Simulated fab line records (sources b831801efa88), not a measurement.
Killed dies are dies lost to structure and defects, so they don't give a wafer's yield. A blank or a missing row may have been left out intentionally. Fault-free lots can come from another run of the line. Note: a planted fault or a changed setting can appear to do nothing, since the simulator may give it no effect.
fab line records + flow gf180mcu
[record]
- lots = 10
- wafers = 30
- lastDay = 34
route steps=602 shown M1@330 V2@405 V3@450
lots that met no fault: from a run of the same line without faults
startH: the number of hours between the record's first day and the start of the first shown wafer of the lot + waitH: hours since the lot's step before + " repeats the value in the row above + L1.1+2: one row covering several wafers at once + - no value, or no start was given + * or withheld: withheld + < > ~ a bound
route shown NAME@n: NAME is a module with steps in the file, n the number in the route of the first one + usual: mean/standard deviation of fault-free wafers + same: alike in all rows + chamber/n: place in a boat + sites: each site's reading + _std_site: the standard deviation of these + _edge_site: the outer-site mean with the inner-site mean subtracted + radiusMm: how far each site lies from the wafer's centre + mask NAME#n: copy n + behind: the most recent tool/chamber to have shaped the wafer + hold: reason for holding the lot/hours on hold/outcome of the hold + device: the n, p or np transistor that did not switch + end of line: tests run on the same wafers once the route is complete + a step without rows: its recipe alone + killed: not the wafer's yield, but the dies lost to structure and defects at the first sort + map: shows each die of a wafer: x if killed, . if not, _ if none is there
set.NAME: setting as actually run; set.NAME@STEP: the setting as run at that earlier step + model.NAME: the simulator's own value behind a step, which no gauge read
route steps across a sampled set of lots; one table per step, one row per wafer
services: a tool's chamber out of use, with start hour (startH, from the record's first day; less than 0 if before it), hours out, and reason
[[steps]]
[step GF_M1_OVL_MEAS_15]
[usual]
- M1_OVL = 5/6.3
| lot.wafer | tool       | chamber | startH | waitH | M1_OVL[nm] |
|-----------|------------|---------|--------|-------|------------|
| L163.2    | overlay-02 | -       | 384.11 | 0.1   | 0          |
| L163.5    | "          | -       | "      | "     | 0          |
| L163.6    | "          | -       | "      | "     | 2          |
| L168.2    | overlay-01 | -       | 442.43 | 0.1   | 4          |
| L168.4    | "          | -       | "      | "     | 4          |
| L168.6    | "          | -       | "      | "     | 8          |
| L170.1    | overlay-01 | -       | 458.11 | 0.1   | 10         |
| L170.2    | "          | -       | "      | "     | 0          |
| L170.4    | "          | -       | "      | "     | -7         |
| L172.1    | overlay-01 | -       | 479.83 | 0.1   | 9          |
| L172.5    | "          | -       | "      | "     | 3          |
| L172.6    | "          | -       | "      | "     | 11         |
| L175.1    | overlay-01 | -       | 493.81 | 0.1   | 0          |
| L175.4    | "          | -       | "      | "     | 12         |
| L175.5    | "          | -       | "      | "     | -4         |
| L177.1    | overlay-02 | -       | 510.71 | 0.1   | -2         |
| L177.3    | "          | -       | "      | "     | 4          |
| L177.4    | "          | -       | "      | "     | -1         |
| L178.1    | overlay-02 | -       | 520.06 | 0.1   | 6          |
| L178.3    | "          | -       | "      | "     | 4          |
| L178.6    | "          | -       | "      | "     | -5         |
| L182.4    | overlay-01 | -       | 552.02 | 0.1   | 4          |
| L182.5    | "          | -       | "      | "     | 1          |
| L182.6    | "          | -       | "      | "     | 3          |
| L183.1    | overlay-01 | -       | 562.67 | 0.1   | 4          |
| L183.2    | "          | -       | "      | "     | 19         |
| L183.6    | "          | -       | "      | "     | 21         |
| L186.2    | overlay-01 | -       | 578.81 | 0.1   | 9          |
| L186.3    | "          | -       | "      | "     | 9          |
| L186.6    | "          | -       | "      | "     | 8          |
[step GF_V2_CVD_23]
[recipe]
- material = W
- targetThkNm = 350
- timeS = 104.94
- tempC = 400
- pressureTorr = 40
[usual]
- heaterPowerW = 876/76
- susceptorTempC = 399.98/0.23
| lot.wafer | tool    | chamber | startH | waitH | heaterPowerW | susceptorTempC |
|-----------|---------|---------|--------|-------|--------------|----------------|
| L163.2    | cvdW-01 | 0       | 462.62 | 0.0   | 830          | 399.83         |
| L163.5    | "       | 1       | "      | "     | 983          | 400.03         |
| L163.6    | "       | 0       | "      | "     | 845          | 400.00         |
| L168.2    | cvdW-02 | 0       | 519.35 | 0.0   | 797          | 399.82         |
| L168.4    | "       | 0       | "      | "     | 805          | 400.36         |
| L168.6    | "       | 1       | "      | "     | 848          | 399.74         |
| L170.1    | cvdW-01 | 1       | 533.74 | 0.0   | 985          | 399.78         |
| L170.2    | "       | 0       | "      | "     | 838          | 399.87         |
| L170.4    | "       | 1       | "      | "     | 993          | 399.61         |
| L172.1    | cvdW-01 | 0       | 553.91 | 0.0   | 831          | 400.14         |
| L172.5    | "       | 1       | "      | "     | 973          | 399.75         |
| L172.6    | "       | 0       | "      | "     | 846          | 399.93         |
| L175.1    | cvdW-02 | 1       | 567.56 | 0.0   | 818          | 400.36         |
| L175.4    | "       | 1       | "      | "     | 837          | 399.79         |
| L175.5    | "       | 1       | "      | "     | 852          | 400.32         |
| L177.1    | cvdW-02 | 1       | 584.00 | 0.0   | 826          | 400.07         |
| L177.3    | "       | 1       | "      | "     | 841          | 400.13         |
| L177.4    | "       | 1       | "      | "     | 844          | 400.28         |
| L178.1    | cvdW-01 | 0       | 591.80 | 0.0   | 865          | 400.09         |
| L178.3    | "       | 0       | "      | "     | 853          | 400.10         |
| L178.6    | "       | 0       | "      | "     | 847          | 400.15         |
| L182.4    | cvdW-02 | 1       | 619.62 | 0.1   | 909          | 411.85         |
| L182.5    | "       | 0       | "      | "     | 851          | 412.00         |
| L182.6    | "       | 1       | "      | "     | 923          | 412.16         |
| L183.1    | cvdW-02 | 0       | 630.50 | 0.0   | 863          | 411.63         |
| L183.2    | "       | 1       | "      | "     | 955          | 412.15         |
| L183.6    | "       | 0       | "      | "     | 869          | 412.03         |
| L186.2    | cvdW-01 | 1       | 645.76 | 0.0   | 1010         | 400.02         |
| L186.3    | "       | 0       | "      | "     | 853          | 400.05         |
| L186.6    | "       | 0       | "      | "     | 843          | 400.21         |
[step GF_V2_RS_MEAS_24]
[recipe]
- thkMeasGauge = four-point-probe
- reads = W_of_V2_CVD_23+TiN_of_V2_SPUTTER_22+Ti_of_V2_SPUTTER_21
[usual]
- V2_W_RS = 0.331/0.0032
| lot.wafer | tool         | chamber | startH | waitH | hold                    | V2_W_RS[ohm/sq] |
|-----------|--------------|---------|--------|-------|-------------------------|-----------------|
| L163.2    | filmMetro-01 | -       | 462.75 | 0.1   | -                       | 0.335           |
| L163.5    | "            | -       | "      | "     | -                       | 0.335           |
| L163.6    | "            | -       | "      | "     | -                       | 0.334           |
| L168.2    | filmMetro-03 | -       | 519.49 | 0.1   | -                       | 0.330           |
| L168.4    | "            | -       | "      | "     | -                       | 0.326           |
| L168.6    | "            | -       | "      | "     | -                       | 0.331           |
| L170.1    | filmMetro-01 | -       | 533.85 | 0.1   | -                       | 0.331           |
| L170.2    | "            | -       | "      | "     | -                       | 0.335           |
| L170.4    | "            | -       | "      | "     | -                       | 0.332           |
| L172.1    | filmMetro-03 | -       | 554.02 | 0.1   | -                       | 0.335           |
| L172.5    | "            | -       | "      | "     | -                       | 0.333           |
| L172.6    | "            | -       | "      | "     | -                       | 0.335           |
| L175.1    | filmMetro-02 | -       | 567.67 | 0.1   | -                       | 0.326           |
| L175.4    | "            | -       | "      | "     | -                       | 0.335           |
| L175.5    | "            | -       | "      | "     | -                       | 0.335           |
| L177.1    | filmMetro-01 | -       | 584.23 | 0.2   | -                       | 0.335           |
| L177.3    | "            | -       | "      | "     | -                       | 0.334           |
| L177.4    | "            | -       | "      | "     | -                       | 0.334           |
| L178.1    | filmMetro-03 | -       | 591.92 | 0.1   | -                       | 0.341           |
| L178.3    | "            | -       | "      | "     | -                       | 0.338           |
| L178.6    | "            | -       | "      | "     | -                       | 0.339           |
| L182.4    | filmMetro-03 | -       | 619.93 | 0.3   | awaitDispo/0.2h/release | 0.266           |
| L182.5    | "            | -       | "      | "     | awaitDispo/0.2h/release | 0.267           |
| L182.6    | "            | -       | "      | "     | awaitDispo/0.2h/release | 0.265           |
| L182.4    | filmMetro-03 | -       | 620.22 | 0.3   | -                       | 0.266           |
| L182.5    | "            | -       | "      | "     | -                       | 0.267           |
| L182.6    | "            | -       | "      | "     | -                       | 0.265           |
| L183.1    | filmMetro-03 | -       | 630.62 | 0.1   | awaitDispo/0.2h/release | 0.262           |
| L183.2    | "            | -       | "      | "     | awaitDispo/0.2h/release | 0.264           |
| L183.6    | "            | -       | "      | "     | awaitDispo/0.2h/release | 0.262           |
| L183.1    | filmMetro-03 | -       | 630.95 | 0.3   | -                       | 0.262           |
| L183.2    | "            | -       | "      | "     | -                       | 0.264           |
| L183.6    | "            | -       | "      | "     | -                       | 0.262           |
| L186.2    | filmMetro-03 | -       | 645.89 | 0.1   | -                       | 0.332           |
| L186.3    | "            | -       | "      | "     | -                       | 0.334           |
| L186.6    | "            | -       | "      | "     | -                       | 0.328           |
[step GF_V2_THK_MEAS_25]
[recipe]
- thkMeasGauge = xrf
- reads = W_of_V2_CVD_23
[usual]
- V2_W_THK = 362/4.8
| lot.wafer | tool         | chamber | startH | waitH | hold                    | V2_W_THK[nm] |
|-----------|--------------|---------|--------|-------|-------------------------|--------------|
| L163.2    | filmMetro-01 | -       | 462.86 | 0.1   | -                       | 359          |
| L163.5    | "            | -       | "      | "     | -                       | 358          |
| L163.6    | "            | -       | "      | "     | -                       | 359          |
| L168.2    | filmMetro-03 | -       | 519.60 | 0.1   | -                       | 360          |
| L168.4    | "            | -       | "      | "     | -                       | 369          |
| L168.6    | "            | -       | "      | "     | -                       | 362          |
| L170.1    | filmMetro-01 | -       | 533.97 | 0.1   | -                       | 363          |
| L170.2    | "            | -       | "      | "     | -                       | 363          |
| L170.4    | "            | -       | "      | "     | -                       | 363          |
| L172.1    | filmMetro-03 | -       | 554.14 | 0.1   | -                       | 350          |
| L172.5    | "            | -       | "      | "     | -                       | 356          |
| L172.6    | "            | -       | "      | "     | -                       | 352          |
| L175.1    | filmMetro-02 | -       | 567.79 | 0.1   | -                       | 371          |
| L175.4    | "            | -       | "      | "     | -                       | 360          |
| L175.5    | "            | -       | "      | "     | -                       | 361          |
| L177.1    | filmMetro-01 | -       | 584.35 | 0.1   | -                       | 358          |
| L177.3    | "            | -       | "      | "     | -                       | 363          |
| L177.4    | "            | -       | "      | "     | -                       | 362          |
| L178.1    | filmMetro-03 | -       | 592.04 | 0.1   | -                       | 350          |
| L178.3    | "            | -       | "      | "     | -                       | 351          |
| L178.6    | "            | -       | "      | "     | -                       | 352          |
| L182.4    | filmMetro-03 | -       | 622.68 | 2.4   | awaitDispo/0.2h/release | 451          |
| L182.5    | "            | -       | "      | "     | awaitDispo/0.2h/release | 452          |
| L182.6    | "            | -       | "      | "     | awaitDispo/0.2h/release | 454          |
| L182.4    | filmMetro-03 | -       | 622.90 | 0.2   | -                       | 453          |
| L182.5    | "            | -       | "      | "     | -                       | 451          |
| L182.6    | "            | -       | "      | "     | -                       | 453          |
| L183.1    | filmMetro-03 | -       | 634.91 | 3.9   | awaitDispo/0.2h/release | 454          |
| L183.2    | "            | -       | "      | "     | awaitDispo/0.2h/release | 451          |
| L183.6    | "            | -       | "      | "     | awaitDispo/0.2h/release | 456          |
| L183.1    | filmMetro-03 | -       | 635.14 | 0.2   | -                       | 453          |
| L183.2    | "            | -       | "      | "     | -                       | 449          |
| L183.6    | "            | -       | "      | "     | -                       | 449          |
| L186.2    | filmMetro-03 | -       | 646.00 | 0.1   | -                       | 357          |
| L186.3    | "            | -       | "      | "     | -                       | 357          |
| L186.6    | "            | -       | "      | "     | -                       | 360          |
[step GF_V2_CMP_26]
[recipe]
- stopOn = SiO2
- downForcePsi = 3.5
- platenRpm = 60
- tOverpolishS = 15
- targetThkNm = 0
- padVelocityMS = 0.94248
[usual]
- motorCurrentA = 10.7/0.98
- slurryFlowMlMin = 150.0/0.44
- timeToEndpointS = 83/3.1
| lot.wafer | tool   | chamber | startH | waitH | hold                    | motorCurrentA | slurryFlowMlMin | timeToEndpointS |
|-----------|--------|---------|--------|-------|-------------------------|---------------|-----------------|-----------------|
| L163.2    | cmp-02 | 3       | 463.06 | 0.2   | -                       | 10.2          | 150.4           | 80              |
| L163.6    | "      | 0       | "      | "     | -                       | 9.4           | 150.2           | 85              |
| L163.5    | "      | 1       | "      | "     | -                       | 10.4          | 149.8           | 77              |
| L168.2    | cmp-02 | 1       | 519.65 | 0.0   | -                       | 10.3          | 149.6           | 78              |
| L168.4    | "      | 3       | "      | "     | -                       | 10.6          | 149.9           | 79              |
| L168.6    | "      | 1       | "      | "     | -                       | 10.5          | 150.0           | 75              |
| L170.4    | cmp-01 | 3       | 534.03 | 0.0   | -                       | 10.2          | 149.5           | 84              |
| L170.1    | "      | 1       | "      | "     | -                       | 13.4          | 150.3           | 77              |
| L170.2    | "      | 2       | "      | "     | -                       | 9.7           | 150.9           | 82              |
| L172.1    | cmp-01 | 3       | 554.20 | 0.1   | -                       | 10.6          | 150.1           | 83              |
| L172.5    | "      | 3       | "      | "     | -                       | 10.4          | 150.3           | 82              |
| L172.6    | "      | 0       | "      | "     | -                       | 11.2          | 149.9           | 77              |
| L175.1    | cmp-01 | 0       | 567.85 | 0.1   | -                       | 10.9          | 150.6           | 85              |
| L175.4    | "      | 2       | "      | "     | -                       | 9.9           | 149.5           | 82              |
| L175.5    | "      | 1       | "      | "     | -                       | 12.5          | 150.0           | 81              |
| L177.4    | cmp-01 | 0       | 584.41 | 0.0   | -                       | 11.1          | 150.2           | 83              |
| L177.3    | "      | 2       | "      | "     | -                       | 9.4           | 151.2           | 81              |
| L177.1    | "      | 3       | "      | "     | -                       | 10.8          | 150.3           | 84              |
| L178.1    | cmp-02 | 0       | 592.20 | 0.1   | -                       | 9.7           | 149.5           | 87              |
| L178.3    | "      | 1       | "      | "     | -                       | 10.1          | 149.6           | 79              |
| L178.6    | "      | 3       | "      | "     | -                       | 10.5          | 150.5           | 80              |
| L182.4    | cmp-01 | 0       | 625.68 | 2.8   | awaitDispo/2.7h/release | 10.8          | 149.8           | 104             |
| L182.6    | "      | 2       | "      | "     | awaitDispo/2.7h/release | 9.5           | 149.5           | 103             |
| L182.5    | "      | 3       | "      | "     | awaitDispo/2.7h/release | 10.2          | 149.9           | 107             |
| L183.1    | cmp-02 | 1       | 642.81 | 7.7   | awaitDispo/7.5h/release | 10.4          | 149.6           | 100             |
| L183.2    | "      | 2       | "      | "     | awaitDispo/7.5h/release | 11.0          | 151.0           | 111             |
| L183.6    | "      | 1       | "      | "     | awaitDispo/7.5h/release | 10.8          | 150.0           | 101             |
| L186.2    | cmp-02 | 0       | 646.15 | 0.1   | -                       | 10.0          | 150.1           | 83              |
| L186.3    | "      | 1       | "      | "     | -                       | 10.2          | 150.1           | 76              |
| L186.6    | "      | 2       | "      | "     | -                       | 11.2          | 150.7           | 82              |
[step GF_V3_SPUTTER_21]
[recipe]
- material = Ti
- targetThkNm = 15
- chamberPressurePa = 5
- powerW = 2500
- substrateTempC = 200
- timeS = 80.02
[usual]
- throttleValvePct = 30.0/0.96
| lot.wafer | tool          | chamber | startH | waitH | throttleValvePct |
|-----------|---------------|---------|--------|-------|------------------|
| L163.2    | pvdSputter-01 | -       | 513.26 | 0.0   | 30.7             |
| L163.5    | "             | -       | "      | "     | 29.3             |
| L163.6    | "             | -       | "      | "     | 31.4             |
| L168.2    | pvdSputter-03 | -       | 567.08 | 0.0   | 30.3             |
| L168.4    | "             | -       | "      | "     | 29.1             |
| L168.6    | "             | -       | "      | "     | 30.2             |
| L170.1    | pvdSputter-04 | -       | 581.47 | 0.0   | 28.8             |
| L170.2    | "             | -       | "      | "     | 30.2             |
| L170.4    | "             | -       | "      | "     | 31.2             |
| L172.1    | pvdSputter-03 | -       | 600.75 | 0.0   | 30.2             |
| L172.5    | "             | -       | "      | "     | 29.8             |
| L172.6    | "             | -       | "      | "     | 29.2             |
| L175.1    | pvdSputter-03 | -       | 612.88 | 0.0   | 28.4             |
| L175.4    | "             | -       | "      | "     | 29.8             |
| L175.5    | "             | -       | "      | "     | 28.1             |
| L177.1    | pvdSputter-01 | -       | 628.11 | 0.0   | 29.3             |
| L177.3    | "             | -       | "      | "     | 31.5             |
| L177.4    | "             | -       | "      | "     | 30.2             |
| L178.1    | pvdSputter-01 | -       | 636.43 | 0.0   | 31.5             |
| L178.3    | "             | -       | "      | "     | 30.0             |
| L178.6    | "             | -       | "      | "     | 31.5             |
| L182.4    | pvdSputter-03 | -       | 663.82 | 0.0   | 28.3             |
| L182.5    | "             | -       | "      | "     | 30.4             |
| L182.6    | "             | -       | "      | "     | 29.5             |
| L183.1    | pvdSputter-03 | -       | 671.69 | 0.0   | 28.6             |
| L183.2    | "             | -       | "      | "     | 30.7             |
| L183.6    | "             | -       | "      | "     | 28.2             |
| L186.2    | pvdSputter-03 | -       | 686.86 | 0.0   | 28.2             |
| L186.3    | "             | -       | "      | "     | 29.3             |
| L186.6    | "             | -       | "      | "     | 29.6             |
[step GF_V3_SPUTTER_22]
[recipe]
- material = TiN
- targetThkNm = 10
- chamberPressurePa = 5
- powerW = 4000
- timeS = 40
[usual]
- throttleValvePct = 30.0/0.98
| lot.wafer | tool          | chamber | startH | waitH | throttleValvePct |
|-----------|---------------|---------|--------|-------|------------------|
| L163.2    | pvdSputter-01 | -       | 513.32 | 0.0   | 30.4             |
| L163.5    | "             | -       | "      | "     | 29.0             |
| L163.6    | "             | -       | "      | "     | 31.6             |
| L168.2    | pvdSputter-03 | -       | 567.14 | 0.0   | 30.1             |
| L168.4    | "             | -       | "      | "     | 29.1             |
| L168.6    | "             | -       | "      | "     | 30.1             |
| L170.1    | pvdSputter-04 | -       | 581.53 | 0.0   | 28.9             |
| L170.2    | "             | -       | "      | "     | 30.3             |
| L170.4    | "             | -       | "      | "     | 31.5             |
| L172.1    | pvdSputter-03 | -       | 600.81 | 0.0   | 29.7             |
| L172.5    | "             | -       | "      | "     | 30.3             |
| L172.6    | "             | -       | "      | "     | 29.2             |
| L175.1    | pvdSputter-03 | -       | 612.94 | 0.0   | 28.4             |
| L175.4    | "             | -       | "      | "     | 30.2             |
| L175.5    | "             | -       | "      | "     | 28.0             |
| L177.1    | pvdSputter-01 | -       | 628.17 | 0.0   | 29.2             |
| L177.3    | "             | -       | "      | "     | 31.9             |
| L177.4    | "             | -       | "      | "     | 30.3             |
| L178.1    | pvdSputter-01 | -       | 636.49 | 0.0   | 31.8             |
| L178.3    | "             | -       | "      | "     | 29.9             |
| L178.6    | "             | -       | "      | "     | 31.8             |
| L182.4    | pvdSputter-03 | -       | 663.88 | 0.0   | 28.1             |
| L182.5    | "             | -       | "      | "     | 29.9             |
| L182.6    | "             | -       | "      | "     | 29.4             |
| L183.1    | pvdSputter-03 | -       | 671.75 | 0.0   | 28.1             |
| L183.2    | "             | -       | "      | "     | 30.5             |
| L183.6    | "             | -       | "      | "     | 28.4             |
| L186.2    | pvdSputter-03 | -       | 686.92 | 0.0   | 28.2             |
| L186.3    | "             | -       | "      | "     | 29.4             |
| L186.6    | "             | -       | "      | "     | 29.4             |
[[services]]
| tool          | chamber | startH | hours | kind                  |
|---------------|---------|--------|-------|-----------------------|
| cvdW-01       | 1       | 446.09 | 6.0   | repair                |
| cvdW-02       | 0       | 447.99 | 11.8  | repair                |
| cmp-02        | -       | 456.52 | 1.1   | repair                |
| cmp-01        | -       | 465.52 | 2.4   | repair                |
| cvdW-02       | 1       | 477.39 | 12.4  | repair                |
| cmp-02        | -       | 505.45 | 13.8  | repair                |
| pvdSputter-03 | -       | 507.62 | 8.4   | repair                |
| pvdSputter-01 | 2       | 526.77 | -     | consumableReplace:kit |
| cmp-02        | -       | 532.86 | 1.7   | repair                |
| pvdSputter-01 | -       | 539.85 | 2.2   | repair                |
| cmp-02        | -       | 540.74 | 3.0   | repair                |
| pvdSputter-04 | -       | 540.96 | 4.4   | repair                |
| cmp-01        | -       | 548.15 | 1.6   | repair                |
| cmp-01        | -       | 556.19 | 4.0   | pm                    |
| cmp-02        | -       | 572.27 | 4.0   | pm                    |
| cmp-01        | -       | 577.82 | 1.6   | repair                |
| cvdW-02       | 0       | 583.22 | 10.6  | repair                |
| cvdW-02       | -       | 584.57 | 1.0   | repair                |
| cmp-01        | -       | 605.23 | 4.0   | pm                    |
| cmp-02        | -       | 613.94 | 0.6   | repair                |
| cvdW-02       | 1       | 633.67 | 2.5   | repair                |
| pvdSputter-03 | -       | 634.02 | 12.6  | repair                |
| cmp-02        | -       | 657.69 | 0.6   | repair                |
| cmp-02        | -       | 678.24 | 5.3   | pm                    |
[[key]]
[firstSign]
- step = GF_V2_CVD_23
- reading = susceptorTempC
- direction = up
- sigmas = 52
- usual = *
- struck = *
[effect]
- step = GF_V2_RS_MEAS_24
- reading = visit
- direction = added
[effect]
- step = GF_V2_RS_MEAS_24
- reading = V2_W_RS
- direction = down
- sigmas = 21
- usual = 0.331
- struck = 0.264
[effect]
- step = GF_V2_THK_MEAS_25
- reading = visit
- direction = added
[effect]
- step = GF_V2_THK_MEAS_25
- reading = V2_W_THK
- direction = up
- sigmas = 19
- usual = 362
- struck = 453
[effect]
- step = GF_V2_CMP_26
- reading = timeToEndpointS
- direction = up
- sigmas = 6.9
- usual = *
- struck = *
metAt GF_V2_CVD_23
struckLots L182,L183
notActingAt GF_M1_OVL_MEAS_15,GF_V3_SPUTTER_21,GF_V3_SPUTTER_22
onsetBetween 584.00 619.62
[fault]
- kind = processParameterDrift
- tool = cvdW-02
- chamber = -
- onsetH = 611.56
- steps = GF_V2_CVD_23
- channel = tempC
- offset = *
- shape = step
- endH = 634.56
- actsIn = *
- stated = *
